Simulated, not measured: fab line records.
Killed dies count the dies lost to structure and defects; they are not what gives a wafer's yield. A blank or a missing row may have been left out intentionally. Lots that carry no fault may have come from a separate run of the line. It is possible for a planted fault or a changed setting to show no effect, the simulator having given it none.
fab line records	flow sky130
[record] lots = 12	wafers = 36	lastDay = 50
route steps=708 shown METAL4@601 CAP2M@603 VIA4@641 PAD_OPEN@708
lots with no fault: from the same line, run without faults
startH: hours from the record's opening day to when the first of the lot's shown wafers began	waitH: hours elapsed since this lot's preceding step	" as in the row above	L1.1+2: a row that stands for several wafers	- value missing, or start not given	* or withheld: withheld	< > ~ a bound
route shown NAME@n: names a module that has steps shown in the file, with the first one's number in the route	usual: mean/standard deviation taken from wafers without a fault	same: alike in all rows	chamber/n: place in a boat	sites: the reading at each site	_std_site: how widely they spread, as a standard deviation	_edge_site: mean of outer sites minus mean of inner sites	radiusMm: how far each site lies from the wafer's centre	mask NAME#n: copy n	behind: the most recent tool/chamber to have shaped the wafer	hold: why the lot was held/for how many hours/how that ended	device: which transistor (n, p or np) failed to switch	end of line: the tests these same wafers got at the end of their route	for a step that has no rows: nothing shown but its recipe	killed: the dies lost at the first sort to structure and to defects; this is not the yield of the wafer	map: per-die view of a wafer (x killed, . not killed, _ where there is no die)
set.NAME: the setting that was run; set.NAME@STEP: the one run at that earlier step	model.NAME: the simulator's own value behind a step, which no gauge read
route steps across a sampled set of lots; one table per step, one row per wafer
services: a tool's chamber out of use, with start hour (startH, from the record's first day; less than 0 if before it), hours out, and reason
[[steps]]
[step SKY_METAL4_SPUTTER_03]
[recipe] material = Ti	targetThkNm = 5	powerW = 3000	timeS = 3.3	chamberPressurePa = 0.4
[usual] throttleValvePct = 30.4/0.79
lot.wafer	tool	chamber	startH	waitH	throttleValvePct
L447.1	pvdSputter-02	-	927.66	0.0	30.3
L447.4	"	-	"	"	30.4
L447.5	"	-	"	"	30.0
L449.1	pvdSputter-04	-	942.80	0.0	30.8
L449.5	"	-	"	"	29.5
L449.6	"	-	"	"	30.9
L450.2	pvdSputter-02	-	947.37	0.0	31.5
L450.3	"	-	"	"	30.2
L450.4	"	-	"	"	30.2
L453.2	pvdSputter-02	-	977.59	0.0	30.2
L453.3	"	-	"	"	30.0
L453.6	"	-	"	"	29.9
L456.2	pvdSputter-02	-	995.04	0.0	31.6
L456.4	"	-	"	"	30.2
L456.5	"	-	"	"	30.2
L457.1	pvdSputter-02	-	1009.52	0.0	30.1
L457.3	"	-	"	"	29.8
L457.5	"	-	"	"	30.6
L454.1	pvdSputter-02	-	1011.92	0.0	30.4
L454.5	"	-	"	"	30.3
L454.6	"	-	"	"	31.7
L458.3	pvdSputter-02	-	1012.44	0.0	31.5
L458.5	"	-	"	"	31.5
L458.6	"	-	"	"	30.5
L459.1	pvdSputter-04	-	1020.17	0.0	30.7
L459.2	"	-	"	"	29.9
L459.4	"	-	"	"	31.0
L466.1	pvdSputter-04	-	1065.80	0.0	29.7
L466.2	"	-	"	"	29.6
L466.5	"	-	"	"	29.4
L468.1	pvdSputter-04	-	1069.40	0.0	31.3
L468.3	"	-	"	"	29.9
L468.5	"	-	"	"	29.4
L469.2	pvdSputter-02	-	1072.50	0.0	30.4
L469.3	"	-	"	"	31.5
L469.6	"	-	"	"	30.1
[step SKY_CAP2M_CVD_00]
[recipe] material = SiO2	targetThkNm = 15.5	tempC = 400	timeS = withheld	rfW = 450
[usual] heaterPowerW = 724/110
lot.wafer	tool	chamber	startH	waitH	heaterPowerW
L447.1	pecvd-02	2	927.73	0.0	626
L447.4	"	2	"	"	596
L447.5	"	0	"	"	767
L449.1	pecvd-03	0	942.87	0.0	742
L449.5	"	2	"	"	653
L449.6	"	0	"	"	753
L450.2	pecvd-02	2	947.43	0.0	613
L450.3	"	0	"	"	861
L450.4	"	0	"	"	871
L453.2	pecvd-04	2	977.65	0.0	702
L453.3	"	0	"	"	654
L453.6	"	0	"	"	630
L456.2	pecvd-04	0	995.10	0.0	634
L456.4	"	2	"	"	727
L456.5	"	1	"	"	801
L457.1	pecvd-04	0	1009.59	0.0	718
L457.3	"	1	"	"	809
L457.5	"	2	"	"	717
L454.1	pecvd-03	1	1011.99	0.0	633
L454.5	"	2	"	"	605
L454.6	"	0	"	"	747
L458.3	pecvd-02	2	1012.50	0.0	691
L458.5	"	2	"	"	694
L458.6	"	0	"	"	865
L459.1	pecvd-03	1	1020.24	0.0	704
L459.2	"	0	"	"	681
L459.4	"	1	"	"	701
L466.1	pecvd-04	2	1065.87	0.0	712
L466.2	"	1	"	"	768
L466.5	"	0	"	"	654
L468.1	pecvd-03	1	1069.47	0.0	665
L468.3	"	2	"	"	633
L468.5	"	1	"	"	673
L469.2	pecvd-02	1	1072.57	0.0	869
L469.3	"	0	"	"	807
L469.6	"	1	"	"	846
[step SKY_VIA4_CMP_02]
[recipe] material = SiO2	downForcePsi = 4	platenRpm = 60	padVelocityMS = 0.94248
[usual] motorCurrentA = 11.9/1.4
lot.wafer	tool	chamber	startH	waitH	motorCurrentA
L447.4	cmp-01	1	977.45	0.1	10.6
L447.1	"	3	"	"	12.6
L447.5	"	0	"	"	11.1
L449.1	cmp-02	3	991.09	0.2	10.4
L449.6	"	0	"	"	11.0
L449.5	"	1	"	"	13.8
L450.4	cmp-01	0	996.97	0.1	10.5
L450.3	"	1	"	"	10.8
L450.2	"	2	"	"	14.6
L453.2	cmp-01	3	1024.40	0.1	11.9
L453.3	"	1	"	"	11.1
L453.6	"	2	"	"	13.7
L456.4	cmp-02	1	1041.18	0.0	13.2
L456.2	"	2	"	"	11.0
L456.5	"	1	"	"	13.2
L457.1	cmp-01	3	1055.98	0.1	12.4
L457.3	"	2	"	"	14.6
L457.5	"	3	"	"	12.7
L454.1	cmp-02	1	1058.09	0.1	12.7
L454.6	"	1	"	"	13.8
L454.5	"	2	"	"	11.3
L458.3	cmp-01	0	1059.28	0.1	11.1
L458.6	"	3	"	"	13.0
L458.5	"	0	"	"	12.2
L459.2	cmp-01	0	1066.80	0.0	10.9
L459.4	"	2	"	"	14.3
L459.1	"	3	"	"	12.4
L466.1	cmp-02	2	1109.34	0.3	11.8
L466.2	"	0	"	"	11.1
L466.5	"	1	"	"	13.0
L468.3	cmp-01	2	1112.05	0.1	14.2
L468.1	"	3	"	"	11.4
L468.5	"	1	"	"	10.7
L469.2	cmp-01	1	1115.33	0.1	10.8
L469.3	"	3	"	"	12.3
L469.6	"	1	"	"	11.3
[step SKY_VIA4_ETCH_12]
[recipe] target = SiO2	chemistry = C4F8/O2/Ar	stopOn = TiN	maskMaterial = NOVOLAK	sourceW = 1500	biasW = 1200	pressureMtorr = 40	c4f8FlowSccm = withheld	O2_flow_sccm = 6	Ar_flow_sccm = 300	timeS = withheld	targetDepthA = 5800
[usual] biasW = 1200/3.4	oesProductAu = 0.926/0.0049
lot.wafer	tool	chamber	startH	waitH	biasW	oesProductAu
L447.1	rieDiel-04	2	999.96	0.0	1205	0.930
L447.4	"	1	"	"	1201	0.921
L447.5	"	0	"	"	1201	0.927
L449.1	rieDiel-03	1	1013.64	0.0	1199	0.920
L449.5	"	2	"	"	1198	0.920
L449.6	"	1	"	"	1199	0.926
L450.2	rieDiel-01	2	1020.71	0.0	1204	0.918
L450.3	"	3	"	"	1201	0.924
L450.4	"	1	"	"	1198	0.932
L453.2	rieDiel-01	1	1046.76	0.0	1204	0.926
L453.3	"	0	"	"	1200	0.932
L453.6	"	1	"	"	1202	0.926
L456.2	rieDiel-01	2	1062.86	0.0	1202	0.920
L456.4	"	2	"	"	1195	0.925
L456.5	"	1	"	"	1205	0.921
L457.1	rieDiel-01	2	1078.07	0.0	1199	0.920
L457.3	"	1	"	"	1201	0.927
L457.5	"	1	"	"	1203	0.920
L454.1	rieDiel-04	3	1079.61	0.0	1201	0.928
L454.5	"	3	"	"	1211	0.926
L454.6	"	2	"	"	1195	0.927
L458.3	rieDiel-03	1	1080.74	0.0	1207	0.921
L458.5	"	2	"	"	1196	0.935
L458.6	"	0	"	"	1196	0.930
L459.1	rieDiel-03	0	1087.39	0.0	1212	0.925
L459.2	"	1	"	"	1199	0.929
L459.4	"	3	"	"	1199	0.928
L466.1	rieDiel-01	2	1129.71	0.0	1199	0.920
L466.2	"	3	"	"	1195	0.924
L466.5	"	0	"	"	1198	0.929
L468.1	rieDiel-04	3	1132.06	0.0	1202	0.864
L468.3	"	2	"	"	1204	0.878
L468.5	"	3	"	"	1204	0.880
L469.2	rieDiel-03	1	1135.46	0.0	1202	0.870
L469.3	"	3	"	"	1197	0.869
L469.6	"	3	"	"	1199	0.870
[step SKY_VIA4_SPUTTER_17]
[recipe] material = TiN	targetThkNm = 20	chamberPressurePa = 5	powerW = 4000	timeS = 80
[usual] throttleValvePct = 30.0/0.88
lot.wafer	tool	chamber	startH	waitH	throttleValvePct
L447.1	pvdSputter-02	-	1000.62	0.0	30.6
L447.4	"	-	"	"	29.9
L447.5	"	-	"	"	30.4
L449.1	pvdSputter-01	-	1014.31	0.0	28.5
L449.5	"	-	"	"	28.6
L449.6	"	-	"	"	30.2
L450.2	pvdSputter-03	-	1021.41	0.0	29.5
L450.3	"	-	"	"	30.1
L450.4	"	-	"	"	29.1
L453.2	pvdSputter-03	-	1047.46	0.0	29.0
L453.3	"	-	"	"	30.4
L453.6	"	-	"	"	29.6
L456.2	pvdSputter-01	-	1063.57	0.0	28.1
L456.4	"	-	"	"	28.7
L456.5	"	-	"	"	30.3
L457.1	pvdSputter-01	-	1078.74	0.0	31.2
L457.3	"	-	"	"	30.4
L457.5	"	-	"	"	31.3
L454.1	pvdSputter-03	-	1080.27	0.0	29.0
L454.5	"	-	"	"	29.4
L454.6	"	-	"	"	30.2
L458.3	pvdSputter-02	-	1081.41	0.0	31.6
L458.5	"	-	"	"	30.1
L458.6	"	-	"	"	30.5
L459.1	pvdSputter-02	-	1088.06	0.0	30.1
L459.2	"	-	"	"	30.6
L459.4	"	-	"	"	30.1
L466.1	pvdSputter-01	-	1130.39	0.0	31.5
L466.2	"	-	"	"	28.5
L466.5	"	-	"	"	30.6
L468.1	pvdSputter-02	-	1132.77	0.0	30.3
L468.3	"	-	"	"	30.2
L468.5	"	-	"	"	30.1
L469.2	pvdSputter-03	-	1136.26	0.0	29.1
L469.3	"	-	"	"	29.5
L469.6	"	-	"	"	30.3
[step SKY_PAD_OPEN_PROBE_99]
[usual] defectLimitedYield = 82.8/1.9	killed_at_M0_to_M3 = 42/6.9	killed_at_M4_up = 3.2/1.7	killedAtContacts = 23/5.5	killedAtFrontEnd = 16/4	killedAtOther = 0.4/0.55	killedDies = 85/9.2	killedOpen = 46/6.8	killedShort = 38/6.2	sort_bin_3_pad_short = 0.9/0.4	sort_bin_5_function = 10.2/1.5	sort_bin_6_memory = 6.2/1.1	sortNPass = 407/9.2	sortYieldPct = 82.8/1.9
[same] grossDies = 492	killedAtBackSide = 0	sort_bin_4_leakage[%] = 0	sort_bin_8_speed[%] = 0
lot.wafer	tool	chamber	startH	waitH	defectLimitedYield[%]	killed_at_M0_to_M3	killed_at_M4_up	killedAtContacts	killedAtFrontEnd	killedAtOther	killedDies	killedOpen	killedShort	sort_bin_3_pad_short[%]	sort_bin_5_function[%]	sort_bin_6_memory[%]	sortNPass	sortYieldPct[%]
L447.1	prober-02	-	1071.28	0.1	85.6	33	6	19	13	0	71	35	36	1.0	6.9	6.5	421	85.6
L447.4	prober-02	-	1071.43	0.2	85.4	36	2	27	7	0	72	40	32	0.6	9.1	4.9	420	85.4
L447.5	prober-02	-	1071.48	0.2	83.3	37	3	28	14	0	82	49	33	0.6	9.6	6.5	410	83.3
L449.1	prober-02	-	1083.38	0.1	87.2	34	2	18	9	0	63	32	31	0.6	7.5	4.7	429	87.2
L449.5	prober-02	-	1083.58	0.2	81.3	44	4	25	18	1	92	46	45	0.4	11.6	6.7	400	81.3
L449.6	prober-02	-	1083.63	0.2	85.8	30	3	19	16	2	70	36	34	1.0	7.5	5.7	422	85.8
L453.2	prober-02	-	1113.23	0.1	83.5	43	1	15	21	1	81	42	38	1.0	10.8	4.7	411	83.5
L453.3	prober-02	-	1113.28	0.2	81.1	43	2	27	21	0	93	42	50	0.8	11.6	6.5	399	81.1
L453.6	prober-02	-	1113.43	0.2	82.7	35	3	25	21	1	85	53	32	1.4	10.0	5.9	407	82.7
L456.2	prober-02	-	1129.25	0.1	85.8	37	4	20	8	1	70	37	33	1.0	6.9	6.3	422	85.8
L456.4	prober-02	-	1129.35	0.2	84.1	47	1	20	10	0	78	44	34	0.8	10.4	4.7	414	84.1
L456.5	prober-02	-	1129.40	0.2	82.7	36	6	31	12	0	85	55	30	1.0	11.4	4.9	407	82.7
L457.1	prober-01	-	1142.73	0.1	83.5	33	3	24	20	1	81	38	43	0.6	9.1	6.7	411	83.5
L457.3	prober-01	-	1142.83	0.2	83.7	37	4	28	11	0	80	53	27	0.6	9.1	6.5	412	83.7
L457.5	prober-01	-	1142.93	0.2	80.1	46	1	28	23	0	98	54	44	0.8	10.8	8.3	394	80.1
L454.1	prober-02	-	1143.41	0.1	82.5	50	1	16	19	0	86	44	40	1.0	10.4	6.1	406	82.5
L454.5	prober-02	-	1143.61	0.2	84.6	44	2	14	16	0	76	43	32	0.8	7.5	7.1	416	84.6
L454.6	prober-02	-	1143.66	0.2	80.5	53	1	16	26	0	96	53	42	1.2	10.2	8.1	396	80.5
L458.3	prober-01	-	1144.66	0.2	81.5	48	4	25	14	0	91	49	42	1.0	10.6	6.9	401	81.5
L458.5	prober-01	-	1144.76	0.2	85.6	36	5	19	11	0	71	35	36	0.6	9.6	4.3	421	85.6
L458.6	prober-01	-	1144.81	0.2	84.1	43	1	14	20	0	78	49	29	0.8	9.3	5.7	414	84.1
L459.1	prober-02	-	1151.43	0.1	84.8	31	3	19	21	1	75	29	46	1.4	10.0	3.9	417	84.8
L459.2	prober-02	-	1151.48	0.1	83.7	31	4	24	21	0	80	45	35	0.6	10.4	5.3	412	83.7
L459.4	prober-02	-	1151.58	0.2	80.1	38	3	36	21	0	98	48	50	0.4	12.4	7.1	394	80.1
L469.2	prober-02	-	1191.93	0.1	81.9	43	7	24	14	1	89	50	39	1.6	11.8	4.7	403	81.9
L469.3	prober-02	-	1191.98	0.2	82.3	42	2	21	21	1	87	47	40	0.8	10.2	6.7	405	82.3
L469.6	prober-02	-	1192.13	0.2	86.6	28	1	20	15	2	66	36	30	0.6	7.3	5.5	426	86.6
// killed by level:class
L447.1 VIA1:geometricParticle:open=10 CONTACT:geometricParticle:open=7 METAL4:geometricParticle:short=6 VIA3:geometricParticle:open=4 FIELD_ISO:geometricParticle:open=3 VIA2:geometricParticle:short=3 POLY_GATE:geometricParticle:short=3 LI_CONTACT:geometricParticle:open=3
L447.4 CONTACT:geometricParticle:open=9 VIA1:geometricParticle:open=8 LI_CONTACT:geometricParticle:open=6 METAL2:geometricParticle:short=6 VIA3:geometricParticle:open=6 METAL1:geometricParticle:short=5 LOCAL_INTERCONNECT:geometricParticle:short=5 VIA2:geometricParticle:open=5
L447.5 LI_CONTACT:geometricParticle:open=9 VIA2:geometricParticle:open=9 VIA3:geometricParticle:open=9 LOCAL_INTERCONNECT:geometricParticle:short=7 CONTACT:geometricParticle:open=6 VIA1:geometricParticle:open=6 POLY_GATE:geometricParticle:short=4 VIA1:geometricParticle:short=4
L449.1 CONTACT:geometricParticle:open=9 VIA2:geometricParticle:open=7 VIA1:geometricParticle:open=5 LOCAL_INTERCONNECT:geometricParticle:short=4 METAL2:geometricParticle:short=4 VIA3:geometricParticle:open=4 FIELD_ISO:geometricParticle:short=3 CONTACT:geometricParticle:short=3
L449.5 LI_CONTACT:geometricParticle:open=9 VIA1:geometricParticle:open=8 METAL1:geometricParticle:short=7 CONTACT:geometricParticle:open=6 VIA2:geometricParticle:open=6 VIA1:geometricParticle:short=5 METAL2:geometricParticle:short=5 VIA3:geometricParticle:open=5
L449.6 CONTACT:geometricParticle:open=8 VIA1:geometricParticle:open=6 LI_CONTACT:geometricParticle:open=5 VIA2:geometricParticle:open=5 FIELD_ISO:geometricParticle:short=4 POLY_GATE:geometricParticle:short=4 METAL1:geometricParticle:short=4 METAL3:geometricParticle:short=4
L453.2 VIA2:geometricParticle:open=10 FIELD_ISO:geometricParticle:open=7 CONTACT:geometricParticle:open=7 VIA1:geometricParticle:open=7 METAL1:geometricParticle:short=7 FIELD_ISO:geometricParticle:short=6 VIA1:geometricParticle:short=5 METAL2:geometricParticle:short=4
L453.3 METAL1:geometricParticle:short=8 POLY_GATE:geometricParticle:short=7 LI_CONTACT:geometricParticle:open=7 VIA2:geometricParticle:open=7 VIA1:geometricParticle:open=7 VIA3:geometricParticle:short=7 LOCAL_INTERCONNECT:geometricParticle:short=6 CONTACT:geometricParticle:open=6
L453.6 CONTACT:geometricParticle:open=13 FIELD_ISO:geometricParticle:short=7 LI_CONTACT:geometricParticle:open=6 FIELD_ISO:geometricParticle:open=5 VIA1:geometricParticle:open=5 VIA3:geometricParticle:open=5 POLY_GATE:geometricParticle:short=4 VIA1:geometricParticle:short=4
L456.2 VIA1:geometricParticle:open=11 LI_CONTACT:geometricParticle:open=6 CONTACT:geometricParticle:open=6 CONTACT:geometricParticle:short=5 METAL1:geometricParticle:short=5 METAL3:geometricParticle:short=5 FIELD_ISO:geometricParticle:open=4 METAL4:geometricParticle:short=3
L456.4 METAL1:geometricParticle:short=10 CONTACT:geometricParticle:open=8 VIA1:geometricParticle:open=8 VIA2:geometricParticle:open=8 CONTACT:geometricParticle:short=6 VIA3:geometricParticle:open=6 FIELD_ISO:geometricParticle:open=4 LI_CONTACT:geometricParticle:open=4
L456.5 CONTACT:geometricParticle:open=14 VIA1:geometricParticle:open=11 LI_CONTACT:geometricParticle:open=6 VIA3:geometricParticle:open=6 FIELD_ISO:geometricParticle:open=4 LOCAL_INTERCONNECT:geometricParticle:open=4 CONTACT:geometricParticle:short=4 METAL1:geometricParticle:short=4
L457.1 CONTACT:geometricParticle:open=10 VIA1:geometricParticle:open=9 METAL1:geometricParticle:short=7 POLY_GATE:geometricParticle:short=5 LI_CONTACT:geometricParticle:short=5 METAL3:geometricParticle:short=5 FIELD_ISO:geometricParticle:short=4 SPACER:geometricParticle:open=4
L457.3 CONTACT:geometricParticle:open=12 VIA1:geometricParticle:open=11 VIA3:geometricParticle:open=7 LI_CONTACT:geometricParticle:open=6 VIA2:geometricParticle:open=6 POLY_GATE:geometricParticle:open=4 CONTACT:geometricParticle:short=4 METAL4:geometricParticle:short=4
L457.5 VIA1:geometricParticle:open=12 CONTACT:geometricParticle:open=10 FIELD_ISO:geometricParticle:short=7 VIA3:geometricParticle:open=7 POLY_GATE:geometricParticle:open=7 LI_CONTACT:geometricParticle:open=6 CONTACT:geometricParticle:short=6 VIA1:geometricParticle:short=6
L454.1 VIA1:geometricParticle:open=15 LI_CONTACT:geometricParticle:open=8 METAL1:geometricParticle:short=8 FIELD_ISO:geometricParticle:open=5 VIA2:geometricParticle:open=5 FIELD_ISO:geometricParticle:short=4 SPACER:geometricParticle:short=4 VIA1:geometricParticle:short=4
L454.5 VIA1:geometricParticle:open=12 FIELD_ISO:geometricParticle:open=6 CONTACT:geometricParticle:open=5 VIA3:geometricParticle:open=5 METAL2:geometricParticle:short=5 METAL1:geometricParticle:short=4 VIA2:geometricParticle:open=4 VIA3:geometricParticle:short=4
L454.6 VIA1:geometricParticle:open=12 VIA2:geometricParticle:open=11 METAL2:geometricParticle:short=9 VIA1:geometricParticle:short=7 FIELD_ISO:geometricParticle:short=6 LI_CONTACT:geometricParticle:open=6 FIELD_ISO:geometricParticle:open=5 POLY_GATE:geometricParticle:open=5
L458.3 VIA1:geometricParticle:open=11 VIA2:geometricParticle:open=9 CONTACT:geometricParticle:open=8 METAL2:geometricParticle:short=7 LI_CONTACT:geometricParticle:open=6 VIA1:geometricParticle:short=6 LI_CONTACT:geometricParticle:short=4 CONTACT:geometricParticle:short=4
L458.5 VIA1:geometricParticle:open=7 VIA3:geometricParticle:open=7 CONTACT:geometricParticle:open=6 VIA3:geometricParticle:short=5 METAL1:geometricParticle:short=5 METAL2:geometricParticle:short=4 CONTACT:geometricParticle:short=4 METAL4:geometricParticle:short=4
L458.6 VIA1:geometricParticle:open=12 CONTACT:geometricParticle:open=6 VIA1:geometricParticle:short=6 VIA2:geometricParticle:open=6 VIA3:geometricParticle:open=6 FIELD_ISO:geometricParticle:open=5 POLY_GATE:geometricParticle:open=4 METAL1:geometricParticle:short=4
L459.1 VIA1:geometricParticle:short=6 POLY_GATE:geometricParticle:open=5 POLY_GATE:geometricParticle:short=5 VIA2:geometricParticle:short=5 VIA3:geometricParticle:open=5 CONTACT:geometricParticle:open=4 LOCAL_INTERCONNECT:geometricParticle:short=4 CONTACT:geometricParticle:short=4
L459.2 CONTACT:geometricParticle:open=10 VIA1:geometricParticle:open=10 LI_CONTACT:geometricParticle:open=6 FIELD_ISO:geometricParticle:short=5 VIA1:geometricParticle:short=5 POLY_GATE:geometricParticle:open=5 VIA2:geometricParticle:open=5 POLY_GATE:geometricParticle:short=4
L459.4 CONTACT:geometricParticle:open=10 FIELD_ISO:geometricParticle:short=9 LI_CONTACT:geometricParticle:open=9 VIA1:geometricParticle:open=9 METAL1:geometricParticle:short=8 POLY_GATE:geometricParticle:short=7 LI_CONTACT:geometricParticle:short=7 VIA2:geometricParticle:open=6
L469.2 VIA1:geometricParticle:open=15 CONTACT:geometricParticle:open=9 LI_CONTACT:geometricParticle:open=8 FIELD_ISO:geometricParticle:short=6 METAL4:geometricParticle:short=6 VIA1:geometricParticle:short=6 VIA2:geometricParticle:open=6 CONTACT:geometricParticle:short=5
L469.3 LI_CONTACT:geometricParticle:open=10 VIA1:geometricParticle:open=7 VIA2:geometricParticle:open=7 VIA3:geometricParticle:short=6 VIA3:geometricParticle:open=6 POLY_CUT:geometricParticle:open=5 CONTACT:geometricParticle:open=5 VIA1:geometricParticle:short=5
L469.6 LI_CONTACT:geometricParticle:open=9 CONTACT:geometricParticle:open=7 VIA1:geometricParticle:open=5 METAL2:geometricParticle:short=5 VIA3:geometricParticle:open=4 FIELD_ISO:geometricParticle:short=3 POLY_CUT:geometricParticle:short=3 CONTACT:geometricParticle:short=3
[[services]]
tool	chamber	startH	hours	kind
cmp-02	-	905.50	1.2	repair
cmp-02	-	910.89	6.7	repair
cmp-01	-	912.45	4.0	pm
pecvd-03	-	919.30	5.5	pm
cmp-01	-	920.24	1.6	repair
cmp-01	-	952.05	1.2	repair
rieDiel-01	-	955.42	3.6	repair
cmp-01	-	989.18	4.0	pm
pecvd-03	-	989.27	2.8	pm
pecvd-03	1	992.18	4.8	repair
cmp-02	-	1011.06	0.4	repair
cmp-01	-	1016.69	4.2	pm
cmp-02	-	1058.99	6.0	pm
rieDiel-01	0	1060.37	6.6	repair
pecvd-03	2	1071.85	19.2	repair
rieDiel-03	3	1077.31	6.5	repair
pecvd-03	1	1079.29	3.6	repair
pvdSputter-03	-	1080.65	13.4	repair
cmp-02	-	1084.00	4.0	pm
pvdSputter-03	-	1086.78	0.9	repair
cmp-01	-	1089.77	0.9	repair
cmp-02	-	1100.86	0.6	repair
rieDiel-01	3	1103.42	16.2	repair
pecvd-04	-	1124.45	2.8	pm
[[key]]
[firstSign] step = SKY_VIA4_ETCH_12	reading = oesProductAu	direction = down	sigmas = 11	usual = 0.926	struck = 0.872
effect none on later readings
metAt SKY_VIA4_CMP_02
struckLots L468,L469
notActingAt SKY_METAL4_SPUTTER_03,SKY_CAP2M_CVD_00,SKY_VIA4_SPUTTER_17
onsetBetween 1066.80 1112.05
alsoFits time
[fault] kind = processParameterDrift	tool = cmp-01	chamber = -	onsetH = 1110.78	steps = SKY_VIA4_CMP_02	channel = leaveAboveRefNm	offset = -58	shape = step	endH = 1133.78	actsIn = theseRecipesOnly	stated = 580
